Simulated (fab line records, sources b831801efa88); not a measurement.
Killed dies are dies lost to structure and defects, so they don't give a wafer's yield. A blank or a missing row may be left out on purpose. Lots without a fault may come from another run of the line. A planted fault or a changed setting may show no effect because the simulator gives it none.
Which tool did it? | flow gf180mcu | 24 lots, 72 wafers sampled, at 3 steps of a route of 602

WHAT THE GAUGES READ, wafer by wafer
GF_V3_CD_MEAS_14: target cd 260 nm.
lot  | measured     | on        | cd_nm (nm)
L074 | day 22 17:59 | cd_sem-01 | 261.0 260.9 261.4
L075 | day 23 04:40 | cd_sem-01 | 259.2 259.2 259.2
L077 | day 23 06:31 | cd_sem-02 | 260.6 260.7 260.8
L076 | day 23 10:10 | cd_sem-02 | 259.6 259.4 259.4
L078 | day 23 23:09 | cd_sem-02 | 259.7 259.1 259.7
L079 | day 24 03:56 | cd_sem-02 | 260.1 260.5 260.2
L080 | day 24 17:07 | cd_sem-01 | 260.4 261.2 261.6
L081 | day 24 21:15 | cd_sem-02 | 261.0 260.3 260.7
L082 | day 25 12:28 | cd_sem-02 | 257.5 257.1 257.9
L083 | day 25 19:58 | cd_sem-02 | 259.4 259.2 258.7
L084 | day 26 01:12 | cd_sem-01 | 262.3 262.7 262.4
L085 | day 26 10:17 | cd_sem-02 | 259.9 260.2 260.6
L086 | day 26 17:00 | cd_sem-02 | 260.8 260.5 260.8
L087 | day 27 03:53 | cd_sem-01 | 258.4 259.5 258.3
L089 | day 27 17:46 | cd_sem-02 | 259.9 259.5 259.7
L088 | day 27 19:04 | cd_sem-02 | 258.1 259.8 258.7
L091 | day 28 06:58 | cd_sem-02 | 259.4 260.5 259.8
L090 | day 28 08:48 | cd_sem-02 | 261.1 261.2 261.2
L092 | day 28 18:08 | cd_sem-02 | 260.6 261.3 261.1
L093 | day 29 01:34 | cd_sem-01 | 260.8 260.0 260.3
L095 | day 29 04:30 | cd_sem-02 | 260.1 259.3 259.6
L094 | day 29 05:15 | cd_sem-02 | 261.0 262.0 261.5
L096 | day 29 15:26 | cd_sem-01 | 258.4 258.4 259.7
L097 | day 29 23:07 | cd_sem-01 | 260.5 260.8 260.8

WHICH TOOL RAN EACH LOT (tool, then ch and the chambers of the sampled wafers, then the start)
lot  | GF_V2_ETCH_17                                 | GF_V2_SPUTTER_21
L074 | rie_diel-02 ch 0,1,3, day 20 16:57 or earlier | pvd_sputter-01, day 20 16:57
L075 | rie_diel-03 ch 2,3, day 20 22:16 or earlier   | pvd_sputter-04, day 20 22:16
L077 | rie_diel-03 ch 2,3, day 21 05:50 or earlier   | pvd_sputter-02, day 21 05:50
L076 | rie_diel-03 ch 1,3, day 21 09:51 or earlier   | pvd_sputter-04, day 21 09:51
L078 | rie_diel-04 ch 1,2,3, day 21 22:58 or earlier | pvd_sputter-01, day 21 22:58
L079 | rie_diel-02 ch 1,2,3, day 22 04:43 or earlier | pvd_sputter-04, day 22 04:43
L080 | rie_diel-02 ch 1,2, day 22 17:16 or earlier   | pvd_sputter-04, day 22 17:16
L081 | rie_diel-02 ch 0,1,2, day 22 22:28 or earlier | pvd_sputter-04, day 22 22:28
L082 | rie_diel-04 ch 0,1,3, day 23 14:18 or earlier | pvd_sputter-04, day 23 14:18
L083 | rie_diel-03 ch 0,3, day 23 22:01 or earlier   | pvd_sputter-04, day 23 22:01
L084 | rie_diel-02 ch 0,3, day 24 02:31 or earlier   | pvd_sputter-04, day 24 02:31
L085 | rie_diel-02 ch 0,1,3, day 24 12:25 or earlier | pvd_sputter-01, day 24 12:25
L086 | rie_diel-02 ch 0,1,3, day 24 21:07 or earlier | pvd_sputter-04, day 24 21:07
L087 | rie_diel-04 ch 1,3, day 25 07:37 or earlier   | pvd_sputter-02, day 25 07:37
L089 | rie_diel-02 ch 1,3, day 25 22:01 or earlier   | pvd_sputter-04, day 25 22:01
L088 | rie_diel-03 ch 0,2, day 25 23:18 or earlier   | pvd_sputter-01, day 25 23:18
L091 | rie_diel-02 ch 0,2,3, day 26 12:22 or earlier | pvd_sputter-04, day 26 12:22
L090 | rie_diel-04 ch 0,1,3, day 26 13:44 or earlier | pvd_sputter-04, day 26 13:44
L092 | rie_diel-04 ch 2,3, day 26 23:50 or earlier   | pvd_sputter-04, day 26 23:50
L093 | rie_diel-04 ch 1,2,3, day 27 08:04 or earlier | pvd_sputter-04, day 27 08:04
L095 | rie_diel-03 ch 0,1, day 27 10:08 or earlier   | pvd_sputter-01, day 27 10:08
L094 | rie_diel-02 ch 0,1,2, day 27 12:04 or earlier | pvd_sputter-01, day 27 12:04
L096 | rie_diel-03 ch 0,2, day 27 22:46 or earlier   | pvd_sputter-01, day 27 22:46
L097 | rie_diel-02 ch 0,2,3, day 28 07:04 or earlier | pvd_sputter-04, day 28 07:04
- GF_V2_ETCH_17: etches SiO2 in C4F8/O2/Ar, stops on TiN, target depth 630 nm.
- GF_V2_SPUTTER_21: material Ti, target thk 15 nm, time 80.02 s.

WHAT THE TOOLS THEMSELVES READ (means of the sampled wafers that have a number; where no wafer has one, the mark that the record gives instead)
GF_V2_ETCH_17.
lot  | tool        | oes_product_au (a.u.)
L074 | rie_diel-02 | 0.854
L075 | rie_diel-03 | 0.851
L077 | rie_diel-03 | 0.857
L076 | rie_diel-03 | 0.854
L078 | rie_diel-04 | 0.854
L079 | rie_diel-02 | 0.856
L080 | rie_diel-02 | 0.856
L081 | rie_diel-02 | 0.852
L082 | rie_diel-04 | 0.857
L083 | rie_diel-03 | 0.849
L084 | rie_diel-02 | 0.854
L085 | rie_diel-02 | 0.853
L086 | rie_diel-02 | 0.854
L087 | rie_diel-04 | 0.853
L089 | rie_diel-02 | 0.854
L088 | rie_diel-03 | 0.855
L091 | rie_diel-02 | 0.853
L090 | rie_diel-04 | 0.853
L092 | rie_diel-04 | 0.855
L093 | rie_diel-04 | 0.853
L095 | rie_diel-03 | 0.855
L094 | rie_diel-02 | 0.857
L096 | rie_diel-03 | 0.858
L097 | rie_diel-02 | 0.860

GF_V2_SPUTTER_21.
lot  | tool           | throttle_valve_pct (%)
L074 | pvd_sputter-01 | 29.6
L075 | pvd_sputter-04 | 28.7
L077 | pvd_sputter-02 | 29.6
L076 | pvd_sputter-04 | 28.5
L078 | pvd_sputter-01 | 30.1
L079 | pvd_sputter-04 | 29.2
L080 | pvd_sputter-04 | 29.2
L081 | pvd_sputter-04 | 29.0
L082 | pvd_sputter-04 | 28.3
L083 | pvd_sputter-04 | 29.3
L084 | pvd_sputter-04 | 29.0
L085 | pvd_sputter-01 | 29.5
L086 | pvd_sputter-04 | 28.7
L087 | pvd_sputter-02 | 28.8
L089 | pvd_sputter-04 | 29.2
L088 | pvd_sputter-01 | 29.3
L091 | pvd_sputter-04 | 28.6
L090 | pvd_sputter-04 | 28.8
L092 | pvd_sputter-04 | 29.2
L093 | pvd_sputter-04 | 28.5
L095 | pvd_sputter-01 | 30.2
L094 | pvd_sputter-01 | 30.1
L096 | pvd_sputter-01 | 28.8
L097 | pvd_sputter-04 | 29.2

THE ANSWER, worked out from the rows above alone
Rule: what is usual is taken from the lots themselves. Put in order of their means at a reading, lots are off if they are a third of the lots or fewer, leave a main group of 4 or more, and stand apart from it by a gap of 3 or more times the standard deviation of the main group's means; of several such gaps the widest counts. A main group whose means are all the same, to the digits that the tables above print for the reading, isn't used. A lot without any number at a reading at which 4 lots or more have one is off too. The other lots that the step has rows for count as sound. The gauges are gone through in route order, then the tools' own readings, and for those a lot's mean is taken as printed above. The first step at which some lot is off is used, and at that step the reading that is off furthest; a lot without a number counts as furthest.
No lot is off at any reading shown: from this, nothing can be told.

WHAT THE SIMULATOR HAD PUT IN
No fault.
